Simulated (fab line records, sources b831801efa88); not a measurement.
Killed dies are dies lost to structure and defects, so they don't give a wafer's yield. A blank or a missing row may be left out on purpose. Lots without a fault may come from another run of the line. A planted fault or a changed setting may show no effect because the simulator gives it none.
Chamber matching | flow sky130 | SKY_PASSIVATION_ETCH_11 on rie_diel-02: 4 sister chambers
The step etches the open film in CF4/O2, stops on AlCu, target depth 725 nm, time 161.1 s. 16 wafers are shown with their chamber, then 8 later ones without.

WAFERS WITH THEIR CHAMBER
wafer  | chamber | drypump_motor_current_A (A) | oes_product_au (a.u.) | throttle_valve_pct (%)
L756.1 | 1       | 5.5                         | 0.979                 | 5.977
L756.2 | 0       | 5.9                         | 0.973                 | 5.944
L756.6 | 2       | 5.5                         | 0.983                 | 5.954
L757.1 | 1       | 5.5                         | 0.969                 | 5.964
L757.4 | 3       | 5.9                         | 0.997                 | 5.966
L757.6 | 1       | 5.5                         | 0.989                 | 5.969
L759.1 | 3       | 5.9                         | 0.980                 | 5.960
L759.4 | 1       | 5.5                         | 0.973                 | 5.957
L759.6 | 3       | 5.9                         | 0.981                 | 5.965
L761.1 | 3       | 5.9                         | 0.977                 | 5.974
L761.2 | 0       | 5.9                         | 0.974                 | 5.979
L761.4 | 3       | 5.8                         | 0.983                 | 5.962
L762.2 | 1       | 5.5                         | 0.982                 | 5.964
L762.3 | 3       | 5.8                         | 0.979                 | 5.958
L762.6 | 1       | 5.5                         | 0.973                 | 5.954
L763.1 | 0       | 5.9                         | 0.973                 | 5.970

SIGNATURES (means of the wafers above)
reading                 | chamber 0 | chamber 1 | chamber 2 | chamber 3 | scatter within a chamber
drypump_motor_current_A | 5.900     | 5.500     | 5.500     | 5.867     | 0.0333
oes_product_au          | 0.97333   | 0.97750   | 0.98300   | 0.98283   | 0.00664
throttle_valve_pct      | 5.96433   | 5.96417   | 5.95400   | 5.96417   | 0.00985
Rule: a wafer's distance from a chamber is the root of the sum, over the readings, of the square of ((its reading less the chamber's mean) divided by the reading's scatter). The wafer belongs to the nearest chamber; if the next one is less than 2 further off, it can't be placed. The scatter: the root of (the sum of the squares of (reading less its chamber's mean) over the shown wafers, divided by (wafers less chambers)).

WAFERS WITHOUT THEIR CHAMBER
wafer  | drypump_motor_current_A (A) | oes_product_au (a.u.) | throttle_valve_pct (%)
L763.3 | 5.9                         | 0.974                 | 5.974
L763.5 | 5.5                         | 0.987                 | 5.966
L766.1 | 5.5                         | 0.976                 | 5.964
L766.4 | 5.5                         | 0.984                 | 5.987
L766.6 | 5.9                         | 0.987                 | 5.962
L775.2 | 5.5                         | 0.980                 | 5.960
L775.5 | 5.8                         | 0.982                 | 5.954
L775.6 | 5.5                         | 0.972                 | 5.974

WHICH CHAMBER EACH WENT THROUGH
wafer  | from the rows above     | in truth
L763.3 | can't be placed: 0 or 3 | 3
L763.5 | can't be placed: 2 or 1 | 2
L766.1 | can't be placed: 1 or 2 | 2
L766.4 | can't be placed: 1 or 2 | 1
L766.6 | can't be placed: 3 or 0 | 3
L775.2 | can't be placed: 1 or 2 | 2
L775.5 | can't be placed: 3 or 0 | 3
L775.6 | can't be placed: 1 or 2 | 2
Placed correctly: 0 of 8. Can't be placed from these rows: 8 (the true chamber is among the candidates in 8). Placed wrongly: 0.
